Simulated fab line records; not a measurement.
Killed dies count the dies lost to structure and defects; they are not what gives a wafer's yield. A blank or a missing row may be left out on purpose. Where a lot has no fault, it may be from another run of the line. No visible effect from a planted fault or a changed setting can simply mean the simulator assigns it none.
The same fault as seen by 2 desks + flow sky130 + every desk sees just its own numbers, and what lay behind them comes last

THE TOOL OWNER'S DESK: cmp-01
The tool's own readings at SKY_CONTACT_CMP_04 (polishes SiO2): means of the sampled wafers that have a number, for each lot that ran on this tool. A lot is out of limits, marked OUT, if its mean lies more than 4 standard deviations from the usual mean; the brackets give that distance.
Columns: A = headPressurePsi at SKY_CONTACT_CMP_04, usual 4.001 psi; B = motorCurrentA at SKY_CONTACT_CMP_04, usual 11.8 A; C = timeToEndpointS at SKY_CONTACT_CMP_04, usual 81 s
| lot  | first seen here | A               | B    | C             |
|------|-----------------|-----------------|------|---------------|
| L969 | day 30 13:08    | 4.000           | 12.0 | 82            |
| L970 | day 30 16:19    | 4.008           | 11.4 | 79            |
| L973 | day 31 16:35    | 3.995           | 11.7 | 79            |
| L975 | day 33 11:16    | 4.001           | 12.1 | 76            |
| L979 | day 33 14:14    | 3.228 (-97) OUT | 9.5  | 98 (+5.3) OUT |
| L981 | day 34 09:43    | 3.228 (-97) OUT | 10.3 | 99 (+5.7) OUT |
| L989 | day 36 21:00    | 3.998           | 11.8 | 81            |
| L990 | day 36 23:48    | 4.005           | 12.7 | 82            |
| L991 | day 37 08:17    | 3.993           | 11.8 | 78            |
| L992 | day 37 11:55    | 4.001           | 11.7 | 85            |
Finding of this desk: L979, L981 out of limits; the first was L979 at day 33 14:14, on headPressurePsi at SKY_CONTACT_CMP_04. L969, L970, L973, L975, L989, L990, L991, L992 stayed within limits.

THE METROLOGY DESK
Means of the sampled wafers that have a number, per lot and without regard to the tool the lot ran on: this is what the gauges read. A lot is out of limits, marked OUT, if its mean lies more than 4 standard deviations from the usual mean; the brackets give that distance.
Columns: A = SPACER_CVD_00_THK at SKY_SPACER_THK_MEAS_01, usual 42.7 nm; B = SD_N_OVL at SKY_SD_N_OVL_MEAS_08, usual 0.5 nm
| lot  | first seen here | A    | B    |
|------|-----------------|------|------|
| L969 | day 23 03:39    | 42.6 | 0.2  |
| L970 | day 23 06:13    | 43.3 | -0.8 |
| L972 | day 24 03:57    | 42.7 | 0.1  |
| L973 | day 24 10:05    | 43.2 | 0.3  |
| L975 | day 26 08:58    | 42.8 | -0.6 |
| L977 | day 26 08:59    | 43.7 | 0.8  |
| L979 | day 26 09:03    | 42.7 | 2.2  |
| L980 | day 27 04:03    | 42.2 | -1.0 |
| L981 | day 27 10:00    | 42.8 | 1.0  |
| L989 | day 29 23:58    | 41.9 | 0.2  |
| L990 | day 30 04:10    | 42.7 | 0.4  |
| L991 | day 30 10:56    | 42.3 | 0.4  |
| L992 | day 30 15:08    | 42.2 | 0.0  |
Finding of this desk: none of the 13 lots has anything out of limits.

BROUGHT TOGETHER
The tool owner's desk had the chance to raise an alarm at day 33 14:14 on L979, L981.
From the metrology desk's view, nothing was out of limits.
The metrology desk holds a record of L979, L981, inside its limits.
All the named lots went through SKY_CONTACT_CMP_04 on cmp-01.

WHAT WAS PUT IN BY THE SIMULATOR
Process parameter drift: cmp-01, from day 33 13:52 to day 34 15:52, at SKY_CONTACT_CMP_04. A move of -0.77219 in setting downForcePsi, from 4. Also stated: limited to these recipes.
Lots struck among those shown: L979, L981.
Delay in hours, fault start to first out-of-limits reading, by desk: the tool owner's desk at 0.
